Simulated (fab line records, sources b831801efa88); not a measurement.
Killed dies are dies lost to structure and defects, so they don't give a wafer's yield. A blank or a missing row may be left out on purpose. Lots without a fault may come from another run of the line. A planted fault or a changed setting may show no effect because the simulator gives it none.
Which tool did it? | flow gf180mcu | 6 lots, 18 wafers sampled, at 3 steps of a route of 602

WHAT THE GAUGES READ, wafer by wafer
GF_M4_THK_MEAS_06: measures by xrf.
lot  | measured     | on            | M4_ALCU_THK (nm)
L196 | day 23 01:47 | film_metro-02 | 466 450 455
L198 | day 23 16:50 | film_metro-03 | 443 438 439
L201 | day 24 20:53 | film_metro-03 | 462 451 456
L203 | day 25 15:10 | film_metro-02 | 448 449 445
L208 | day 27 02:56 | film_metro-02 | 452 451 450
L218 | day 30 04:56 | film_metro-03 | 456 457 459

WHICH TOOL RAN EACH LOT (tool, then ch and the chambers of the sampled wafers, then the start)
lot  | GF_V3_ETCH_16                      | GF_M4_SPUTTER_03
L196 | rie_diel-02 ch 0,1,3, day 22 23:50 | pvd_sputter-04, day 23 01:35
L198 | rie_diel-03 ch 0,1,2, day 23 15:02 | pvd_sputter-03, day 23 16:40
L201 | rie_diel-01 ch 0,1,3, day 24 19:05 | pvd_sputter-01, day 24 20:41
L203 | rie_diel-01 ch 0,1,3, day 25 13:08 | pvd_sputter-03, day 25 14:59
L208 | rie_diel-01 ch 0,2, day 27 01:05   | pvd_sputter-03, day 27 02:45
L218 | rie_diel-03 ch 0,1,3, day 30 03:14 | pvd_sputter-01, day 30 04:45
- GF_V3_ETCH_16: etches BARC in N2/H2.
- GF_M4_SPUTTER_03: material Ti, target thk 10 nm, time 6.7 s.

THE ANSWER, worked out from the rows above alone
Rule: what is usual is taken from the lots themselves. Put in order of their means at a reading, lots are off if they are a third of the lots or fewer, leave a main group of 4 or more, and stand apart from it by a gap of 3 or more times the standard deviation of the main group's means; of several such gaps the widest counts. A main group whose means are all the same, to the digits that the tables above print for the reading, isn't used. A lot without any number at a reading at which 4 lots or more have one is off too. The other lots that the step has rows for count as sound.
No lot is off at any reading shown: from this, nothing can be told.

WHAT THE SIMULATOR HAD PUT IN
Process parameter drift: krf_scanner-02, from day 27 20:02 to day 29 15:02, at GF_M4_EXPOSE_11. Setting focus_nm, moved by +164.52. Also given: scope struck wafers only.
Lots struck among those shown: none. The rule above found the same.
